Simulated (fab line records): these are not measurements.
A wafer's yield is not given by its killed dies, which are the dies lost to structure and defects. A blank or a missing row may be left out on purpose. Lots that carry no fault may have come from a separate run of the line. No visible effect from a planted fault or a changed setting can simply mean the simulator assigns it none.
Chamber matching ; flow sfq_line ; 3 sister chambers for SFQ_TRILAYER_L0_VIA_BARC_OPEN_VIA_ETCH_021 on rie_diel-01
The step etches BARC in O2, target depth 125 nm, time 41.7 s. 6 wafers are shown with their chamber, then 5 later ones without.

== WAFERS, EACH WITH ITS CHAMBER ==
wafer;chamber;drypump_motor_current_A (A);bias_w (W)
L639.2;2;6.0;80.16
L641.5;2;6.1;80.20
L642.4;1;5.4;79.77
L642.5;3;5.9;79.87
L644.1;1;5.4;80.22
L644.2;3;5.9;80.15

== WAFERS WITH NO CHAMBER GIVEN ==
wafer;drypump_motor_current_A (A);bias_w (W)
L644.6;5.9;80.00
L656.3;6.1;79.84
L656.4;6.0;79.74
L656.5;6.0;81.00
L658.1;5.9;80.31

== THE CHAMBER EACH PASSED THROUGH ==
wafer;from the rows above;in truth
L644.6;3;3
L656.3;2;2
L656.4;can't be placed: 2 or 3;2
L656.5;can't be placed: 2 or 3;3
L658.1;3;3
Placed correctly: 3 of 5. Not placeable from these rows: 2 (in 2, the candidates include the true chamber). Wrongly placed: 0.
How it was worked out, from the rows above alone: a wafer's distance from a chamber is the root of the sum, over the readings, of the square of ((its reading less the chamber's mean) divided by the reading's scatter). The wafer belongs to the nearest chamber; if the next one is less than 2 further off, it can't be placed. A chamber's mean is the mean of its shown wafers. The scatter: take each reading less its chamber's mean, square it, sum over the shown wafers, divide by the number of wafers less the number of chambers, and take the root.
